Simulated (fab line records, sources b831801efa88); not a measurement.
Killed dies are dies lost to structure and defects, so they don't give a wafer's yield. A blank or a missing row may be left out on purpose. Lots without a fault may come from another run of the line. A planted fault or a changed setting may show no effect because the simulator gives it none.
One fault seen from 2 desks | flow sky130 | each desk has only its own numbers; what lay behind them comes last

THE TOOL OWNER'S DESK: lpcvd-02
The tool's own readings at SKY_POLY_GATE_CVD_03 (deposits Si3N4 from DCS/NH3, target thk 75 nm, time 1290 s): means of the sampled wafers that have a number, for each lot that ran on this tool. A lot is out of limits, marked OUT, if its mean lies more than 4 standard deviations from the usual mean; the brackets give that distance.
Columns: A = spike_tc_bottom_C at SKY_POLY_GATE_CVD_03, usual 786.5 C; B = spike_tc_lower_C at SKY_POLY_GATE_CVD_03, usual 769.6 C
lot  | first seen here | A     | B
L624 | day 14 17:22    | 786.3 | 770.7
L625 | day 15 07:52    | 786.4 | 767.9
L626 | day 16 18:02    | 786.0 | 768.2
L627 | day 17 02:46    | 786.7 | 768.7
L630 | day 18 02:25    | 785.3 | 769.5
L633 | day 18 07:08    | 785.0 | 768.6
L632 | day 18 08:30    | 786.9 | 770.6
L646 | day 23 01:43    | 787.8 | 770.1
L647 | day 23 18:52    | 787.1 | 770.4
This desk's finding: nothing out of limits on any of the 9 lots.

THE METROLOGY DESK
What the gauges read, lot by lot, whatever tool the lot ran on: means of the sampled wafers that have a number. A lot is out of limits, marked OUT, if its mean lies more than 4 standard deviations from the usual mean; the brackets give that distance.
Columns: A = cd_nm at SKY_SONOS_ONO_CD_MEAS_13, usual 410.2 nm; B = POLY_GATE_CVD_00_THK at SKY_POLY_GATE_THK_MEAS_01, usual 180.6 nm; C = POLY_GATE_CVD_03_THK at SKY_POLY_GATE_THK_MEAS_04, usual 75.0 nm
lot  | first seen here | A     | B     | C
L624 | day 12 06:48    | 409.1 | 178.8 | 75.3
L625 | day 12 22:37    | 410.8 | 179.1 | 74.2
L626 | day 14 05:28    | 410.4 | 183.3 | 75.5
L627 | day 14 08:41    | 411.8 | 183.2 | 74.8
L630 | day 15 06:47    | 413.1 | 182.5 | 66.7 (-12) OUT
L632 | day 15 13:49    | 412.4 | 180.3 | 66.5 (-12) OUT
L633 | day 15 14:09    | 409.1 | 183.7 | 66.7 (-12) OUT
L646 | day 20 05:02    | 410.8 | 178.4 | 74.3
L647 | day 20 14:31    | 402.6 | 179.6 | 74.4
This desk's finding: out of limits on L630, L632, L633; first on L630, day 18 03:47 (POLY_GATE_CVD_03_THK at SKY_POLY_GATE_THK_MEAS_04). In limits: L624, L625, L626, L627, L646, L647.

PUT TOGETHER
The metrology desk could have raised an alarm at day 18 03:47, on L630, L632, L633.
The tool owner's desk saw nothing out of limits.
The tool owner's desk has L630, L632, L633 on record, within its limits.
Of the lots named, all ran SKY_POLY_GATE_CVD_03 on lpcvd-02.

WHAT THE SIMULATOR HAD PUT IN
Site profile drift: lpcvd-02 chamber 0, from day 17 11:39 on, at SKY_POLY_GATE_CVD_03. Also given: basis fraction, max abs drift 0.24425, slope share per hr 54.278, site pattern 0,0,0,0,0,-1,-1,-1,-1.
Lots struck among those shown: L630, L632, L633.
Hours from the fault's start to each desk's first reading out of limits: the metrology desk, 16.
